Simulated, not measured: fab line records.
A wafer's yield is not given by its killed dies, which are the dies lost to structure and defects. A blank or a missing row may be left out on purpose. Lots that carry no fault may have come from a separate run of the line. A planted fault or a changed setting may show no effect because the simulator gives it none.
Which of the tools did it? | flow sky130 | Sampling: 14 lots, 42 wafers, 2 of 708 route steps

## WHAT EACH GAUGE READ, for each wafer
The record lacks any reading of a measuring or inspecting step that a usual standard deviation could be used to judge.

## WHAT TOOL EACH LOT RAN ON (gives the tool, then ch and the chambers of the sampled wafers, and finally the start)
lot  | SKY_CONTACT_CLEAN_21            | SKY_PAD_OPEN_PROBE_99
L517 | wet bench-03 ch 3, day 30 23:20 | -
L518 | wet bench-03 ch 1, day 31 08:25 | -
L519 | wet bench-01 ch 2, day 31 21:16 | -
L520 | wet bench-01 ch 1, day 32 03:50 | -
L521 | wet bench-01 ch 3, day 32 13:02 | -
L522 | wet bench-01 ch 3, day 32 18:50 | -
L523 | wet bench-04 ch 1, day 33 09:37 | -
L525 | wet bench-04 ch 2, day 34 03:08 | -
L526 | wet bench-03 ch 2, day 35 11:25 | prober-02, day 48 09:47
L527 | wet bench-03 ch 1, day 35 13:35 | -
L528 | wet bench-03 ch 2, day 35 17:10 | -
L533 | wet bench-04 ch 3, day 36 22:50 | prober-01, day 49 06:42
L538 | wet bench-04 ch 3, day 38 11:15 | prober-02, day 50 10:32
L540 | wet bench-01 ch 2, day 38 14:37 | -
- SKY_CONTACT_CLEAN_21: cleans in IPA, time 180 s.
- SKY_PAD_OPEN_PROBE_99

## WHAT THE TOOLS THEMSELVES READ (means of the sampled wafers that have a number; where no wafer has one, the mark that the record gives instead)
SKY_PAD_OPEN_PROBE_99.
lot  | tool      | killed_at_M0_to_M3 | killed_at_M4_up | killed at contacts | killed at front end | killed at other | killed dies | killed open | killed short
L526 | prober-02 | 45                 | 2.7             | 27                 | 12                  | 0.0             | 86          | 43          | 43
L533 | prober-01 | 40                 | 2.3             | 90                 | 13                  | 0.0             | 146         | 44          | 34
L538 | prober-02 | 36                 | 3.0             | 92                 | 15                  | 0.3             | 146         | 44          | 31

## THE ANSWER, worked out from the rows above alone
Rule: usual is defined by the lots themselves. Put in order of their means at a reading, lots are off if they are a third of the lots or fewer, leave a main group of 4 or more, and stand apart from it by a gap of 3 or more times the standard deviation of the main group's means; of several such gaps the widest counts. If all means in a main group match to the digits the tables above print for the reading, that group is not used. Also off: a lot with no number at a reading for which 4 or more lots have one. Where the step has rows for the other lots, those lots are counted as sound. Order of review: gauges by route order, followed by the tools' own readings, for which a lot's mean as printed above is used. At the first step where some lot is off, the reading lying furthest off is the one used; lots without a number count as furthest.
No lot is off at any reading shown: from this, nothing can be told.

## WHAT THE SIMULATOR HAD PUT IN
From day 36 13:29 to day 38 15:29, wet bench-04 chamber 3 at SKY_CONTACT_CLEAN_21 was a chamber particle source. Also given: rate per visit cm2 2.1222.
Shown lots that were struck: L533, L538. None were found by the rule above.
